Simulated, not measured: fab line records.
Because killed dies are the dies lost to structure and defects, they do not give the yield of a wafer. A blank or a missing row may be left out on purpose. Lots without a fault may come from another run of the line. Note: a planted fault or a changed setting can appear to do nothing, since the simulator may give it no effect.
Matching of chambers + flow gf180mcu + GF_PASSIVATION_ETCH_11 on rie diel-04: 4 sister chambers
The step etches the open film in CF4/O2, stops on TiN, target depth 2040 nm, time 453.3 s. 8 wafers are shown with their chamber, then 8 later ones without.

WAFERS, EACH WITH ITS CHAMBER
| wafer  | chamber | drypump motor current A (A) | throttle valve pct (%) |
|--------|---------|-----------------------------|------------------------|
| L779.1 | 0       | 5.6                         | 5.959                  |
| L779.3 | 2       | 6.3                         | 5.976                  |
| L781.5 | 3       | 5.5                         | 5.981                  |
| L781.6 | 0       | 5.6                         | 5.950                  |
| L784.1 | 1       | 5.5                         | 5.973                  |
| L784.2 | 2       | 6.4                         | 5.957                  |
| L784.3 | 3       | 5.5                         | 5.984                  |
| L787.4 | 1       | 5.5                         | 5.969                  |

WAFERS WHOSE CHAMBER IS MISSING
| wafer  | drypump motor current A (A) | throttle valve pct (%) |
|--------|-----------------------------|------------------------|
| L787.5 | 5.5                         | 5.982                  |
| L787.6 | 5.7                         | 5.984                  |
| L788.1 | 6.3                         | 5.958                  |
| L788.3 | 5.6                         | 5.971                  |
| L788.6 | 5.7                         | 5.976                  |
| L794.1 | 6.3                         | 5.963                  |
| L794.4 | 5.6                         | 5.952                  |
| L794.5 | 5.6                         | 5.963                  |

WHICH CHAMBER EACH WENT THROUGH
| wafer  | from the rows above          | in truth                   |
|--------|------------------------------|----------------------------|
| L787.5 | can't be placed: 3 or 1      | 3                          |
| L787.6 | can't be placed: 0 or 3 or 1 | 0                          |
| L788.1 | 2                            | 2                          |
| L788.3 | can't be placed: 0 or 1 or 3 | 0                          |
| L788.6 | can't be placed: 0 or 1 or 3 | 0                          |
| L794.1 | 2                            | 2                          |
| L794.4 | 0                            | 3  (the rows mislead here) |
| L794.5 | can't be placed: 0 or 1      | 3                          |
Correctly placed: 2 of 8. Cannot be placed on the basis of these rows: 5; the candidates contain the true chamber in 4. Placed wrongly: 1.
How it was worked out, from the rows above alone: a wafer's distance from a chamber is the root of the sum, over the readings, of the square of ((its reading less the chamber's mean) divided by the reading's scatter). If the next closest chamber is less than 2 further off than the closest, the wafer can't be placed; otherwise it belongs to the closest. A chamber's mean is the mean of its shown wafers. The scatter is the square root of a quotient: the sum, over the shown wafers, of each reading's squared deviation from its chamber's mean, divided by wafers minus chambers.
